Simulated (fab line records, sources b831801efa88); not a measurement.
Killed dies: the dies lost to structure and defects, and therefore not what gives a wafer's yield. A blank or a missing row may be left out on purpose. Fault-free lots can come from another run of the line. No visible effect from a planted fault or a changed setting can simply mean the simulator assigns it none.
fab line records -- flow sky130
record lots=12, wafers=36, lastDay=50
route steps=708 shown FIELD_ISO@1 DNWELL@42 SONOS_ONO@185 LDD_N@254
lots untouched by any fault: they come from a run of this same line in which no faults occurred
startH: start of the lot's first displayed wafer, in hours after the record's first day -- waitH: how many hours have passed since the lot's step before this one -- " the same as in the row above -- L1.1+2: a single row standing in for several wafers -- - no value, or no start was given -- * or withheld: withheld -- < > ~ a bound
route shown NAME@n: a module of which the file shows steps, and the number in the route of the first -- usual: the fault-free wafers' mean and standard deviation -- same: alike in all rows -- chamber/n: place in a boat -- sites: the reading at each site -- _std_site: standard deviation across them -- _edge_site: inner sites' mean taken away from outer sites' mean -- radiusMm: how far each site lies from the wafer's centre -- mask NAME#n: copy n -- behind: tool/chamber where the wafer was last shaped -- hold: the reason the lot was held/the length of the hold in hours/how it ended -- device: transistor that didn't switch, given as n, p or np -- end of line: tests run on the same wafers once the route is complete -- for a step that has no rows: nothing shown but its recipe -- killed: dies that structure and defects cost at the first sort, which is not the same as the wafer's yield -- map: per-die view of a wafer (x killed, . not killed, _ where there is no die)
set.NAME: the setting the step ran with; set.NAME@STEP: the setting that earlier step ran with -- model.NAME: the simulator's own value behind a step, which no gauge read
the route's steps for a sample of lots (tables are steps, rows are wafers)
services: a tool's chamber out of use, with start hour (startH, from the record's first day; less than 0 if before it), hours out, and reason
## steps
# step SKY_FIELD_ISO_BOW_MEAS_00
# recipe mode=bow
# usual INCOMING_BOW=0/6.6
lot.wafer,tool,chamber,startH,waitH,INCOMING_BOW[um]
L797.2,filmMetro-03,-,10.02,-,-3
L797.4,filmMetro-03,-,10.02,-,-4
L797.5,filmMetro-03,-,10.02,-,-7
L798.2,filmMetro-04,-,15.02,-,-6
L798.4,filmMetro-04,-,15.02,-,1
L798.6,filmMetro-04,-,15.02,-,-1
L799.1,filmMetro-03,-,20.00,-,5
L799.2,filmMetro-03,-,20.00,-,14
L799.6,filmMetro-03,-,20.00,-,-9
L802.1,filmMetro-02,-,35.00,-,13
L802.2,filmMetro-02,-,35.00,-,-6
L802.5,filmMetro-02,-,35.00,-,3
L803.1,filmMetro-03,-,40.00,-,-4
L803.4,filmMetro-03,-,40.00,-,7
L803.5,filmMetro-03,-,40.00,-,4
L804.2,filmMetro-04,-,45.02,-,0
L804.5,filmMetro-04,-,45.02,-,7
L804.6,filmMetro-04,-,45.02,-,-2
L810.2,filmMetro-04,-,75.02,-,1
L810.4,filmMetro-04,-,75.02,-,-11
L810.5,filmMetro-04,-,75.02,-,-5
L811.3,filmMetro-03,-,80.04,-,-12
L811.4,filmMetro-03,-,80.04,-,-4
L811.5,filmMetro-03,-,80.04,-,1
L812.3,filmMetro-03,-,85.04,-,4
L812.5,filmMetro-03,-,85.04,-,1
L812.6,filmMetro-03,-,85.04,-,14
L816.1,filmMetro-04,-,105.00,-,-3
L816.3,filmMetro-04,-,105.00,-,7
L816.6,filmMetro-04,-,105.00,-,-3
L818.4,filmMetro-03,-,115.06,-,3
L818.5,filmMetro-03,-,115.06,-,4
L818.6,filmMetro-03,-,115.06,-,5
L820.1,filmMetro-02,-,125.00,-,3
L820.4,filmMetro-02,-,125.00,-,-5
L820.6,filmMetro-02,-,125.00,-,-11
# step SKY_DNWELL_IMPLANT_07
# recipe species=P, energyKev=withheld, doseCm2=withheld, tiltDeg=withheld
lot.wafer,tool,chamber,startH,waitH
L797.2+4+5,implanter-01,0,54.71,-
L798.2+4+6,implanter-04,0,62.03,-
L799.1+2+6,implanter-04,0,67.23,-
L802.1+2+5,implanter-02,0,80.51,-
L803.1+4+5,implanter-01,0,87.01,-
L804.2+5+6,implanter-01,0,94.21,-
L810.2+4+5,implanter-01,0,121.26,-
L811.3+4+5,implanter-04,0,127.38,-
L812.3+5+6,implanter-04,0,134.06,-
L816.1+3+6,implanter-01,0,154.11,-
L818.4+5+6,implanter-01,0,165.73,-
L820.1+4+6,implanter-01,0,184.06,-
# step SKY_DNWELL_TW_MEAS_09
# usual DNWELL_TW=1118/6.7
lot.wafer,tool,chamber,startH,waitH,DNWELL_TW
L797.2,filmMetro-04,-,54.94,0.1,1120
L797.4,filmMetro-04,-,54.94,0.1,1123
L797.5,filmMetro-04,-,54.94,0.1,1123
L798.2,filmMetro-04,-,62.27,0.1,1132
L798.4,filmMetro-04,-,62.27,0.1,1130
L798.6,filmMetro-04,-,62.27,0.1,1131
L799.1,filmMetro-04,-,67.48,0.1,1123
L799.2,filmMetro-04,-,67.48,0.1,1120
L799.6,filmMetro-04,-,67.48,0.1,1118
L802.1,filmMetro-04,-,80.76,0.1,1123
L802.2,filmMetro-04,-,80.76,0.1,1122
L802.5,filmMetro-04,-,80.76,0.1,1117
L803.1,filmMetro-02,-,87.26,0.1,1121
L803.4,filmMetro-02,-,87.26,0.1,1120
L803.5,filmMetro-02,-,87.26,0.1,1119
L804.2,filmMetro-02,-,94.44,0.1,1123
L804.5,filmMetro-02,-,94.44,0.1,1114
L804.6,filmMetro-02,-,94.44,0.1,1122
L810.2,filmMetro-04,-,121.49,0.1,1116
L810.4,filmMetro-04,-,121.49,0.1,1118
L810.5,filmMetro-04,-,121.49,0.1,1117
L811.3,filmMetro-02,-,127.60,0.1,1171
L811.4,filmMetro-02,-,127.60,0.1,1170
L811.5,filmMetro-02,-,127.60,0.1,1172
L812.3,filmMetro-02,-,134.28,0.1,1175
L812.5,filmMetro-02,-,134.28,0.1,1165
L812.6,filmMetro-02,-,134.28,0.1,1165
L816.1,filmMetro-02,-,154.36,0.1,1100
L816.3,filmMetro-02,-,154.36,0.1,1113
L816.6,filmMetro-02,-,154.36,0.1,1103
L818.4,filmMetro-01,-,165.94,0.1,1124
L818.5,filmMetro-01,-,165.94,0.1,1116
L818.6,filmMetro-01,-,165.94,0.1,1117
L820.1,filmMetro-02,-,184.31,0.1,1116
L820.4,filmMetro-02,-,184.31,0.1,1121
L820.6,filmMetro-02,-,184.31,0.1,1112
# step SKY_SONOS_ONO_STRIP_17
# recipe chemistry=O2/N2, powerW=1400, pressureMtorr=1500, platenTempC=withheld, o2FlowSccm=3000, n2FlowSccm=300, overashFraction=0.5
# usual chamberPressureMTorr=1500.0/1.3, drypumpMotorCurrentA=5.4/0.54, n2FlowSccm=300.1/0.83, oesProductAu=0.710/0.0045, stripTimeToEndpointS=14.090/0.029
# same overashFraction=0.5
lot.wafer,tool,chamber,startH,waitH,chamberPressureMTorr,drypumpMotorCurrentA,n2FlowSccm,oesProductAu,rfHoursCounterH,stripTimeToEndpointS
L797.2,plasmaAsher-02,0,278.88,0.0,1500.0,5.9,299.5,0.712,59,14.094
L797.4,plasmaAsher-02,1,278.88,0.0,1500.6,5.0,299.8,0.715,-,14.067
L797.5,plasmaAsher-02,0,278.88,0.0,1501.3,5.9,300.7,0.710,-,14.081
L798.2,plasmaAsher-04,1,291.97,0.0,1501.1,4.8,298.5,0.712,47,14.096
L798.4,plasmaAsher-04,1,291.97,0.0,1503.1,4.8,299.5,0.714,-,14.101
L798.6,plasmaAsher-04,0,291.97,0.0,1502.9,6.2,300.1,0.706,-,14.083
L799.1,plasmaAsher-04,0,305.83,0.0,1498.6,6.2,299.4,0.719,49,14.069
L799.2,plasmaAsher-04,1,305.83,0.0,1499.6,4.8,298.7,0.701,49,14.119
L799.6,plasmaAsher-04,1,305.83,0.0,1502.4,4.8,299.8,0.701,-,14.071
L802.1,plasmaAsher-03,0,325.48,0.0,1501.2,4.9,299.8,0.707,63,14.084
L802.2,plasmaAsher-03,1,325.48,0.0,1501.2,5.7,300.3,0.705,63,14.091
L802.5,plasmaAsher-03,1,325.48,0.0,1500.5,5.7,301.1,0.705,-,14.056
L803.1,plasmaAsher-04,0,336.10,0.0,1499.7,6.2,300.8,0.704,52,14.100
L803.4,plasmaAsher-04,0,336.10,0.0,1500.4,6.2,301.2,0.710,-,14.100
L803.5,plasmaAsher-04,0,336.10,0.0,1500.1,6.2,301.6,0.702,-,14.149
L804.2,plasmaAsher-03,0,345.68,0.0,1502.5,4.9,299.5,0.715,65,14.087
L804.5,plasmaAsher-03,0,345.68,0.0,1502.2,4.9,300.7,0.709,-,14.092
L804.6,plasmaAsher-03,1,345.68,0.0,1501.1,5.7,299.5,0.708,-,14.101
L810.2,plasmaAsher-02,1,389.64,0.0,1500.0,5.0,300.2,0.704,70,14.060
L810.4,plasmaAsher-02,0,389.64,0.0,1500.7,5.9,300.9,0.709,-,14.104
L810.5,plasmaAsher-02,1,389.64,0.0,1500.0,5.0,301.4,0.719,-,14.075
L811.3,plasmaAsher-03,1,395.17,0.0,1500.5,5.7,299.2,0.706,-,14.080
L811.4,plasmaAsher-03,0,395.17,0.0,1499.9,4.9,299.7,0.712,-,14.104
L811.5,plasmaAsher-03,1,395.17,0.0,1500.5,5.7,299.2,0.705,-,14.077
L812.3,plasmaAsher-04,1,407.91,0.0,1498.1,4.8,299.2,0.703,-,14.102
L812.5,plasmaAsher-04,0,407.91,0.0,1499.1,6.2,299.1,0.706,-,14.064
L812.6,plasmaAsher-04,1,407.91,0.0,1497.5,4.8,298.5,0.712,-,14.035
L816.1,plasmaAsher-02,1,438.23,0.0,1502.6,5.0,299.7,0.709,75,14.134
L816.3,plasmaAsher-02,0,438.23,0.0,1499.5,5.9,301.4,0.715,-,14.122
L816.6,plasmaAsher-02,0,438.23,0.0,1498.6,5.9,300.4,0.711,-,14.082
L818.4,plasmaAsher-02,0,460.30,0.0,1501.3,5.8,299.4,0.715,-,14.096
L818.5,plasmaAsher-02,0,460.30,0.0,1498.6,5.8,298.9,0.709,-,14.102
L818.6,plasmaAsher-02,1,460.30,0.0,1500.4,5.0,300.2,0.710,-,14.087
L820.1,plasmaAsher-03,1,484.67,0.0,1497.7,5.7,299.4,0.708,6,14.082
L820.4,plasmaAsher-03,1,484.67,0.0,1501.2,5.7,299.0,0.716,-,14.073
L820.6,plasmaAsher-03,0,484.67,0.0,1500.2,4.9,300.9,0.714,-,14.085
# step SKY_LDD_N_TW_MEAS_17
# usual LDD_N_TW=2564/25
lot.wafer,tool,chamber,startH,waitH,LDD_N_TW
L797.2,filmMetro-03,-,400.78,0.1,2551
L797.4,filmMetro-03,-,400.78,0.1,2566
L797.5,filmMetro-03,-,400.78,0.1,2549
L798.2,filmMetro-03,-,416.75,0.1,2525
L798.4,filmMetro-03,-,416.75,0.1,2531
L798.6,filmMetro-03,-,416.75,0.1,2533
L799.1,filmMetro-03,-,427.69,0.1,2533
L799.2,filmMetro-03,-,427.69,0.1,2541
L799.6,filmMetro-03,-,427.69,0.1,2539
L802.1,filmMetro-03,-,457.79,0.1,2548
L802.2,filmMetro-03,-,457.79,0.1,2569
L802.5,filmMetro-03,-,457.79,0.1,2554
L803.1,filmMetro-02,-,466.59,0.1,2587
L803.4,filmMetro-02,-,466.59,0.1,2607
L803.5,filmMetro-02,-,466.59,0.1,2595
L804.2,filmMetro-03,-,478.47,0.1,2553
L804.5,filmMetro-03,-,478.47,0.1,2553
L804.6,filmMetro-03,-,478.47,0.1,2544
L810.2,filmMetro-03,-,524.75,0.1,2528
L810.4,filmMetro-03,-,524.75,0.1,2531
L810.5,filmMetro-03,-,524.75,0.1,2534
L811.3,filmMetro-03,-,532.59,0.1,2521
L811.4,filmMetro-03,-,532.59,0.1,2522
L811.5,filmMetro-03,-,532.59,0.1,2522
L812.3,filmMetro-03,-,545.67,0.1,2550
L812.5,filmMetro-03,-,545.67,0.1,2533
L812.6,filmMetro-03,-,545.67,0.1,2537
L816.1,filmMetro-03,-,571.20,0.1,2551
L816.3,filmMetro-03,-,571.20,0.1,2540
L816.6,filmMetro-03,-,571.20,0.1,2527
L818.4,filmMetro-04,-,598.45,0.1,2586
L818.5,filmMetro-04,-,598.45,0.1,2576
L818.6,filmMetro-04,-,598.45,0.1,2579
L820.1,filmMetro-04,-,615.32,0.1,2597
L820.4,filmMetro-04,-,615.32,0.1,2574
L820.6,filmMetro-04,-,615.32,0.1,2578
## services
tool,chamber,startH,hours,kind
implanter-01,-,40.02,7.1,repair
plasmaAsher-04,-,60.40,0.4,repair
implanter-01,-,99.53,6.0,repair
implanter-01,-,137.57,5.0,repair
implanter-04,-,184.35,4.5,pm
implanter-04,-,201.16,3.9,repair
plasmaAsher-03,-,217.29,0.4,repair
plasmaAsher-03,-,221.42,2.7,pm
plasmaAsher-04,-,229.96,6.4,pm
plasmaAsher-04,-,242.20,0.6,repair
plasmaAsher-03,-,257.56,10.5,pm
plasmaAsher-04,-,276.21,4.3,pm
implanter-01,-,285.85,1.7,repair
implanter-01,-,290.31,1.2,repair
implanter-01,-,332.01,2.3,repair
implanter-04,-,333.45,3.8,repair
implanter-04,-,337.28,3.2,pm
implanter-01,-,345.32,34.1,pm
plasmaAsher-03,-,358.85,5.9,repair
plasmaAsher-04,-,414.44,2.8,pm
plasmaAsher-03,-,421.25,9.0,pm
implanter-01,-,435.09,4.0,repair
plasmaAsher-04,-,441.30,0.4,repair
implanter-04,-,459.45,5.1,repair
## key
firstSign step=SKY_DNWELL_TW_MEAS_09, reading=DNWELL_TW, direction=up, sigmas=7.7, usual=1118, struck=1170
effect none on later readings
metAt SKY_DNWELL_IMPLANT_07
struckLots L811,L812
testerLeftOut L811,L812
notActingAt SKY_FIELD_ISO_BOW_MEAS_00,SKY_SONOS_ONO_STRIP_17,SKY_LDD_N_TW_MEAS_17
onsetBetween 67.23 127.38
fault kind=processParameterDrift, tool=implanter-04, chamber=-, onsetH=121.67, steps=SKY_DNWELL_IMPLANT_07, channel=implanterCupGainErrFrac, offset=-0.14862, shape=step, endH=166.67
# testerLeftOut: of these lots the tester's yield and bins aren't shown, on N5 and GAA mostly nor the transistor test; their killed dies are dies lost to structure and defects alone, not to doping, threshold or leakage, so they don't give the yield
